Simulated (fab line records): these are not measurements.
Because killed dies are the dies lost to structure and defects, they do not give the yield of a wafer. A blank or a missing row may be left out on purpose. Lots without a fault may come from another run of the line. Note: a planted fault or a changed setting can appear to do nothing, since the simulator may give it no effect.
Problem report, 8D (eight disciplines) form, completed by code    flow sky130    the parts of the form that need people (team, actions taken, sign-off) are left out

## 1. WHAT WENT WRONG
At SKY_FIELD_ISO_ETCH_17, run length s averages 133.6 s over 4 wafers from 3 lots, while fault-free wafers read 125.7 s, standard deviation 0.42. That is +19 standard deviations from the usual mean.
The step: etches Si in HBr/Cl2/O2, target depth 342 nm, time 97.7 s.
Earliest sighting: wafer L441.5 on rie si-02 at day 3 02:14. At this step, 21 wafers from 7 lots have a number in the record. By rule, "out" or "out of limits" means more than 4 standard deviations away from the usual mean. Any other wafer with a number is counted as sound.

## 2. WHAT IT IS, WHAT IT ISN'T
question                     is                              is not
which readings at this step  run length s                    drypump motor current A, oes product au, throttle valve pct
which lots                   L441, L445, L447                L437, L439, L457, L460
which wafers of those lots   L441.5, L445.1, L445.5, L447.4  L441.2, L441.4, L445.2, L447.2, L447.5
read on which tools          rie si-02                       rie si-01
when                         from day 3 02:14                up to then (8 sound wafers); but 9 sound wafers of L445, L447, L457, L460 came after

## 3. THE SUSPECTS, EACH WITH WHAT RULES IT OUT
Counting: a tool at a process step up to the reading stays a suspect if it ran every lot that is out. Sound lots after the first of them don't rule it out here, since some wafers of a struck lot are sound.
- rie si-02 at SKY_FIELD_ISO_ETCH_17 (etches Si in HBr/Cl2/O2, target depth 342 nm, time 97.7 s): kept. Ran every lot that is out, first one L441 (day 3 02:14); last sound lot up to then L437 (day 2 07:16). Its own run length s readings are out on those wafers.
- Within rie si-02 at SKY_FIELD_ISO_ETCH_17: the wafers that are out ran in chamber 1; their sound lot-mates ran in chambers 0, 2, 3.
The count leaves rie si-02 at SKY_FIELD_ISO_ETCH_17.

## 4. THE CAUSE (what the simulator had put in)
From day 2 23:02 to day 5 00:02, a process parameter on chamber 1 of rie si-02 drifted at SKY_FIELD_ISO_ETCH_17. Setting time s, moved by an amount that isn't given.
Counting left only this tool.

## 5. THE EFFECT CHAIN, in route order
Each row: a reading where the mean over the struck wafers with a number is more than 3 standard deviations away from the usual. Readings are gone through only where the record gives a usual standard deviation; hours: the median, over the lots, of the time from a lot's start at the first step in this table giving one to that lot's start at this step; sigmas: the change measured in usual standard deviations.
hours  step                   reading       usual    on struck wafers  change  sigmas
0      SKY_FIELD_ISO_ETCH_17  run length s  125.7 s  133.6             +7.9    +19
Process steps it contains:
- SKY_FIELD_ISO_ETCH_17: etches Si in HBr/Cl2/O2, target depth 342 nm, time 97.7 s.

## 6. HOW IT WOULD HAVE BEEN CAUGHT EARLIER
The fault began at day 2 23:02; the first out-of-limits reading in this record came at day 3 02:14, 3 hours later.
